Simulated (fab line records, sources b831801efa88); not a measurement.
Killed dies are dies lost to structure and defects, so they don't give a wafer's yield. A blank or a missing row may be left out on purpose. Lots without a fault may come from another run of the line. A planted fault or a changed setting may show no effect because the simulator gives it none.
fab line records | flow gf180mcu
record lots=7 wafers=21 last_day=34
route steps=602 shown V3@443
lots that met no fault: from a run of the same line without faults
start_h: hours from the record's first day to the start of the lot's first wafer shown | wait_h: hours since the lot's step before | " the same as in the row above | L1.1+2: a row that stands for several wafers | - no value, or no start given | * or withheld: withheld | < > ~ a bound
route shown NAME@n: a module of which the file shows steps, and the number in the route of the first | usual: mean/standard deviation of fault-free wafers | same: alike in all rows | chamber/n: place in a boat | sites: the reading at each site | _std_site: their standard deviation | _edge_site: outer sites' mean less inner sites' | radius_mm: how far each site lies from the wafer's centre | mask NAME#n: copy n | behind: the tool/chamber that last shaped the wafer | hold: why the lot was held/for how many hours/how that ended | device: the transistor (n, p or np) that didn't switch | end of line: the same wafers' tests at the end of the route | a step without rows: its recipe alone | killed: dies lost to structure and defects at the first sort, not the wafer's yield | map: a wafer's dies, x killed, . not, _ none there
set.NAME: the setting as run; set.NAME@STEP: as run at that earlier step | model.NAME: the simulator's own value behind a step, which no gauge read
lots at some steps of the route; a table a step, a row a wafer
services: from which hour (start_h, from the record's first day; less than 0 if before it) a tool's chamber was out of use, for how many hours, and why
## steps
# step GF_V3_CD_MEAS_14
# recipe target_cd_nm=260
# usual cd_nm=260.0/1.2
# columns lot.wafer tool chamber start_h wait_h cd_nm
L370.1 cd_sem-01 - 515.87 0.1 260.7
L370.3 " - " " 262.6
L370.4 " - " " 259.9
L379.1 cd_sem-01 - 593.12 0.1 260.3
L379.4 " - " " 258.7
L379.6 " - " " 259.6
L380.4 cd_sem-01 - 598.63 0.1 257.9
L380.5 " - " " 258.7
L380.6 " - " " 257.8
L381.1 cd_sem-01 - 603.87 0.1 261.6
L381.2 " - " " 261.1
L381.5 " - " " 261.2
L382.2 cd_sem-01 - 612.04 0.1 259.4
L382.3 " - " " 259.9
L382.6 " - " " 259.0
L390.2 cd_sem-01 - 666.79 0.1 261.8
L390.5 " - " " 261.8
L390.6 " - " " 262.0
L392.3 cd_sem-02 - 677.81 0.1 261.1
L392.5 " - " " 260.7
L392.6 " - " " 260.9
# step GF_V3_OVL_MEAS_15
# usual V3_OVL=4/6.1
# columns lot.wafer tool chamber start_h wait_h V3_OVL[nm]
L370.1 overlay-02 - 515.99 0.1 7
L370.3 " - " " 15
L370.4 " - " " 3
L379.1 overlay-02 - 593.24 0.1 13
L379.4 " - " " 6
L379.6 " - " " -1
L380.4 overlay-02 - 598.71 0.1 7
L380.5 " - " " 2
L380.6 " - " " 7
L381.1 overlay-01 - 603.99 0.1 1
L381.2 " - " " 8
L381.5 " - " " 13
L382.2 overlay-01 - 612.14 0.1 8
L382.3 " - " " 7
L382.6 " - " " 1
L390.2 overlay-02 - 666.89 0.1 10
L390.5 " - " " 5
L390.6 " - " " 10
L392.3 overlay-01 - 677.90 0.1 9
L392.5 " - " " 14
L392.6 " - " " 1
# step GF_V3_ETCH_16
# recipe chemistry=N2/H2 target_depth_a=withheld overetch_a=withheld time_s=withheld target=BARC ion_energy_ev=200 source_w=500 bias_w=100 pressure_mtorr=30 n2_flow_sccm=100 h2_flow_sccm=200
# usual drypump_motor_current_A=5.8/0.44 oes_product_au=0.855/0.0045 throttle_valve_pct=13.224/0.0084
# columns lot.wafer tool chamber start_h wait_h drypump_motor_current_A oes_product_au throttle_valve_pct
L370.1 rie_diel-03 1 516.02 0.0 5.4 0.855 13.225
L370.3 " 0 " " 5.4 0.848 13.219
L370.4 " 1 " " 5.5 0.861 13.217
L379.1 rie_diel-03 2 593.27 0.0 5.4 0.854 13.212
L379.4 " 1 " " 5.5 0.859 13.219
L379.6 " 3 " " 5.2 0.851 13.238
L380.4 rie_diel-03 1 598.72 0.0 5.5 0.857 13.246
L380.5 " 2 " " 5.3 0.856 13.228
L380.6 " 1 " " 5.5 0.855 13.216
L381.1 rie_diel-04 1 604.02 0.0 6.5 0.848 13.200
L381.2 " 3 " " 5.8 0.865 13.226
L381.5 " 1 " " 6.5 0.852 13.221
L382.2 rie_diel-01 0 612.17 0.0 6.2 0.860 13.235
L382.3 " 1 " " 6.2 0.855 13.222
L382.6 " 0 " " 6.3 0.846 13.218
L390.2 rie_diel-03 2 666.92 0.0 5.4 0.856 13.216
L390.5 " 2 " " 5.3 0.855 13.229
L390.6 " 1 " " 5.5 0.858 13.208
L392.3 rie_diel-01 2 677.92 0.0 6.2 0.853 13.232
L392.5 " 3 " " 6.4 0.846 13.223
L392.6 " 1 " " 6.1 0.858 13.229
# step GF_V3_ETCH_17
# recipe chemistry=C4F8/O2/Ar mask_material=KrF target=SiO2 stop_on=TiN source_w=1500 bias_w=1200 pressure_mtorr=40 c4f8_flow_sccm=withheld O2_flow_sccm=6 Ar_flow_sccm=300 time_s=withheld target_depth_a=6350
# usual oes_product_au=0.856/0.0047
# columns lot.wafer tool chamber start_h wait_h oes_product_au
L370.1 rie_diel-03 1 - - 0.854
L370.3 " 0 " " 0.854
L370.4 " 1 " " 0.862
L379.1 rie_diel-03 2 - - 0.864
L379.4 " 1 " " 0.858
L379.6 " 3 " " 0.856
L380.4 rie_diel-03 1 - - 0.859
L380.5 " 2 " " 0.847
L380.6 " 1 " " 0.858
L381.1 rie_diel-04 1 - - 0.855
L381.2 " 3 " " 0.845
L381.5 " 1 " " 0.860
L382.2 rie_diel-01 0 - - 0.855
L382.3 " 1 " " 0.853
L382.6 " 0 " " 0.858
L390.2 rie_diel-03 2 - - 0.854
L390.5 " 2 " " 0.857
L390.6 " 1 " " 0.858
L392.3 rie_diel-01 2 - - 0.857
L392.5 " 3 " " 0.865
L392.6 " 1 " " 0.858
# step GF_V3_STRIP_18
# recipe chemistry=O2/N2 power_w=1400 pressure_mtorr=1500 platen_temp_c=250 o2_flow_sccm=3000 n2_flow_sccm=300 overash_fraction=0.5
# usual drypump_motor_current_A=5.6/0.38 heater_power_w=328/41 oes_product_au=0.594/0.0044
# same overash_fraction=0.5
# columns lot.wafer tool chamber start_h wait_h drypump_motor_current_A heater_power_w oes_product_au rf_hours_counter_h
L370.1 plasma_asher-03 0 516.15 - 6.2 265 0.600 9
L370.3 " 1 " " 5.3 309 0.591 -
L370.4 " 0 " " 6.2 258 0.591 -
L379.1 plasma_asher-01 1 593.40 - 5.3 375 0.594 81
L379.4 " 0 " " 5.3 368 0.592 -
L379.6 " 1 " " 5.4 374 0.602 -
L380.4 plasma_asher-01 1 598.89 - 5.4 387 0.584 -
L380.5 " 1 " " 5.4 372 0.596 -
L380.6 " 0 " " 5.2 361 0.594 -
L381.1 plasma_asher-01 0 604.15 - 5.2 371 0.595 82
L381.2 " 1 " " 5.4 379 0.593 82
L381.5 " 0 " " 5.2 362 0.592 -
L382.2 plasma_asher-02 1 612.30 - 5.7 323 0.587 95
L382.3 " 1 " " 5.7 323 0.603 -
L382.6 " 0 " " 5.8 349 0.599 -
L390.2 plasma_asher-01 1 667.05 - 5.4 389 0.583 89
L390.5 " 1 " " 5.3 382 0.592 -
L390.6 " 0 " " 5.3 366 0.590 -
L392.3 plasma_asher-03 0 678.08 - 6.2 268 0.595 -
L392.5 " 0 " " 6.2 267 0.591 -
L392.6 " 1 " " 5.2 302 0.596 -
# step GF_V3_STRIP_19
# recipe chemistry=post_etch_residue_remover time_s=1200 temp_c=72.5
# step GF_V3_CLEAN_20
# recipe chemistry=DIW dry=n2_spin
# step GF_V3_SPUTTER_21
# recipe material=Ti target_thk_nm=15 chamber_pressure_pa=5 power_w=2500 substrate_temp_c=200 time_s=80.02
# step GF_V3_SPUTTER_22
# recipe material=TiN target_thk_nm=10 chamber_pressure_pa=5 power_w=4000 time_s=40
# usual throttle_valve_pct=30.2/1
# same time_s=40
# columns lot.wafer tool chamber start_h wait_h throttle_valve_pct
L370.1 pvd_sputter-01 - 516.75 0.0 30.0
L370.3 " - " " 32.1
L370.4 " - " " 30.0
L379.1 pvd_sputter-04 - 594.00 0.0 31.8
L379.4 " - " " 29.1
L379.6 " - " " 29.9
L380.4 pvd_sputter-04 - 599.45 0.0 29.2
L380.5 " - " " 32.1
L380.6 " - " " 31.1
L381.1 pvd_sputter-04 - 604.84 0.0 31.8
L381.2 " - " " 29.7
L381.5 " - " " 31.4
L382.2 pvd_sputter-01 - 613.33 0.0 29.7
L382.3 " - " " 30.3
L382.6 " - " " 29.9
L390.2 pvd_sputter-01 - 667.99 0.0 29.7
L390.5 " - " " 30.1
L390.6 " - " " 32.4
L392.3 pvd_sputter-04 - 678.74 0.0 31.1
L392.5 " - " " 29.1
L392.6 " - " " 31.1
# step GF_V3_CVD_23
# recipe material=W target_thk_nm=350 time_s=104.9 temp_c=400 pressure_torr=40
# usual heater_power_outer_w=517/85 heater_power_w=863/82
# same time_s=104.9
# columns lot.wafer tool chamber start_h wait_h heater_power_outer_w heater_power_w
L370.1 cvd_w-02 1 516.78 0.0 410 693
L370.3 " 1 " " 405 714
L370.4 " 0 " " 420 809
L379.1 cvd_w-01 1 594.04 0.0 620 938
L379.4 " 1 " " 620 967
L379.6 " 1 " " 611 931
L380.4 cvd_w-01 0 599.52 0.1 523 879
L380.5 " 0 " " 532 885
L380.6 " 1 " " 602 950
L381.1 cvd_w-01 0 604.88 0.0 531 857
L381.2 " 1 " " 622 954
L381.5 " 0 " " 523 886
L382.2 cvd_w-01 1 613.37 0.0 607 938
L382.3 " 0 " " 513 867
L382.6 " 0 " " 530 882
L390.2 cvd_w-02 0 668.06 0.1 414 828
L390.5 " 0 " " 405 836
L390.6 " 0 " " 412 800
L392.3 cvd_w-01 0 678.81 0.1 543 868
L392.5 " 0 " " 524 880
L392.6 " 1 " " 619 944
# step GF_V3_RS_MEAS_24
# recipe thk_meas_gauge=four-point-probe reads=W_of_V3_CVD_23+TiN_of_V3_SPUTTER_22+Ti_of_V3_SPUTTER_21
# usual V3_W_RS=0.330/0.0036
# columns lot.wafer tool chamber start_h wait_h V3_W_RS[ohm/sq]
L370.1 film_metro-01 - 516.90 0.1 0.328
L370.3 " - " " 0.326
L370.4 " - " " 0.330
L379.1 film_metro-03 - 594.15 0.1 0.326
L379.4 " - " " 0.327
L379.6 " - " " 0.327
L380.4 film_metro-03 - 599.66 0.1 0.328
L380.5 " - " " 0.331
L380.6 " - " " 0.327
L381.1 film_metro-01 - 604.99 0.1 0.329
L381.2 " - " " 0.328
L381.5 " - " " 0.325
L382.2 film_metro-04 - 613.50 0.1 0.322
L382.3 " - " " 0.325
L382.6 " - " " 0.328
L390.2 film_metro-01 - 668.27 0.2 0.325
L390.5 " - " " 0.328
L390.6 " - " " 0.327
L392.3 film_metro-04 - 678.93 0.1 0.331
L392.5 " - " " 0.335
L392.6 " - " " 0.339
# step GF_V3_THK_MEAS_25
# recipe thk_meas_gauge=xrf reads=W_of_V3_CVD_23
# usual V3_W_THK=338/6.9
# columns lot.wafer tool chamber start_h wait_h V3_W_THK[nm]
L370.1 film_metro-01 - 517.02 0.1 336
L370.3 " - " " 339
L370.4 " - " " 336
L379.1 film_metro-03 - 594.27 0.1 347
L379.4 " - " " 345
L379.6 " - " " 346
L380.4 film_metro-03 - 599.75 0.1 346
L380.5 " - " " 341
L380.6 " - " " 346
L381.1 film_metro-01 - 605.11 0.1 340
L381.2 " - " " 341
L381.5 " - " " 343
L382.2 film_metro-04 - 613.61 0.1 337
L382.3 " - " " 338
L382.6 " - " " 334
L390.2 film_metro-01 - 668.38 0.1 341
L390.5 " - " " 339
L390.6 " - " " 341
L392.3 film_metro-04 - 679.03 0.1 331
L392.5 " - " " 327
L392.6 " - " " 322
# step GF_V3_CMP_26
# recipe stop_on=SiO2 down_force_psi=3.5 platen_rpm=60 t_overpolish_s=15 target_thk_nm=0 pad_velocity_m_s=0.94248
# usual edge_zone_pressure_frac=1.000/0.0045 head_pressure_psi=3.501/0.0071 motor_current_A=10.8/1.3 overpolish_run_s=15.000/0.01 time_to_endpoint_s=84/3.6
# columns lot.wafer tool chamber start_h wait_h edge_zone_pressure_frac head_pressure_psi motor_current_A overpolish_run_s time_to_endpoint_s model.W_of_V3_CVD_23.thk_nm model.SiO2_of_V3_CVD_02.thk_nm
L370.3 cmp-02 2 517.08 0.0 1.001 3.496 11.9 14.989 81 0 628
L370.4 " 3 " " 1.004 3.504 13.3 15.001 80 0 629.6
L370.1 " 1 " " 0.994 3.500 10.8 15.008 85 0 628.8
L379.1 cmp-01 1 594.33 0.1 0.997 3.502 9.5 14.996 81 0 628
L379.4 " 0 " " 0.998 3.500 10.7 15.003 88 0 630.5
L379.6 " 1 " " 0.998 3.498 9.2 15.007 83 0 628.4
L380.4 cmp-01 0 599.93 0.2 - - - - - 349.8 632.8
L380.5 " 1 " " - - - - - 346.5 631.6
L380.6 " 2 " " - - - - - 350.5 631.7
L381.1 cmp-01 2 605.17 0.1 - - - - - 347.4 629.2
L381.2 " 3 " " - - - - - 349.7 629.5
L381.5 " 3 " " - - - - - 352.7 631.5
L382.2 cmp-01 2 613.82 0.2 - - - - - 356 633.7
L382.3 " 1 " " - - - - - 352.7 632.4
L382.6 " 2 " " - - - - - 350.3 631.8
L390.2 cmp-01 1 668.81 0.4 0.991 3.501 9.2 15.004 88 0 628.4
L390.6 " 0 " " 1.001 3.501 10.1 15.008 87 0 628.7
L390.5 " 1 " " 0.998 3.509 9.1 15.004 83 0 629.4
L392.3 cmp-01 0 679.07 0.0 0.993 3.502 10.1 14.991 85 0 627.9
L392.5 " 0 " " 0.996 3.516 9.8 15.021 83 0 628.9
L392.6 " 1 " " 1.010 3.501 9.6 14.979 80 0 627.5
## services
# columns tool chamber start_h hours kind
rie_diel-03 1 494.63 4.1 repair
cmp-01 - 501.92 1.3 repair
rie_diel-04 2 509.99 8.1 repair
cvd_w-01 - 529.10 2.8 pm
rie_diel-04 3 535.66 4.5 repair
cmp-01 - 541.41 2.5 repair
plasma_asher-02 - 543.26 1.7 repair
cvd_w-02 0 546.67 2.4 repair
plasma_asher-03 - 548.27 8.0 pm
pvd_sputter-01 - 551.52 5.4 repair
cmp-01 - 559.43 1.3 repair
rie_diel-03 - 567.07 0.7 repair
rie_diel-03 1 575.90 5.7 repair
cmp-01 - 579.43 2.0 repair
rie_diel-01 - 581.52 2.8 pm
plasma_asher-03 - 582.19 2.8 pm
pvd_sputter-01 - 608.64 2.7 repair
plasma_asher-03 - 611.28 8.4 repair
rie_diel-03 - 620.86 2.8 pm
pvd_sputter-01 - 640.34 3.0 repair
rie_diel-03 3 651.88 11.8 repair
rie_diel-01 0 653.83 4.3 repair
rie_diel-01 2 656.02 20.4 repair
cvd_w-02 1 664.30 5.2 repair
## key
first_sign step=GF_V3_CMP_26 reading=tool_record direction=missing
effect none on later readings
model_effect step=GF_V3_CMP_26 value=W_of_V3_CVD_23.thk_nm without=0 struck=350.6
met_at GF_V3_CMP_26
struck_wafers L380.4,L380.5,L380.6,L381.1,L381.2,L381.5,L382.2,L382.3,L382.6
later_rows_left_out L380.4,L380.5,L380.6,L381.1,L381.2,L381.5,L382.2,L382.3,L382.6
sort_left_out L380.4,L380.5,L380.6,L381.1,L381.2,L381.5,L382.2,L382.3,L382.6
onset_between 594.33 599.93
fault kind=skipped_step_whole tool=cmp-01 chamber=- onset_h=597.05 steps=GF_V3_CMP_26 scope=struck_lots_only
# sort_left_out: the simulated sort isn't trusted on such a fault, so these wafers' sort isn't shown, and their yield isn't known
# later_rows_left_out: the simulator's readings of these wafers behind a module that went badly wrong aren't trusted and aren't shown, but for the sort
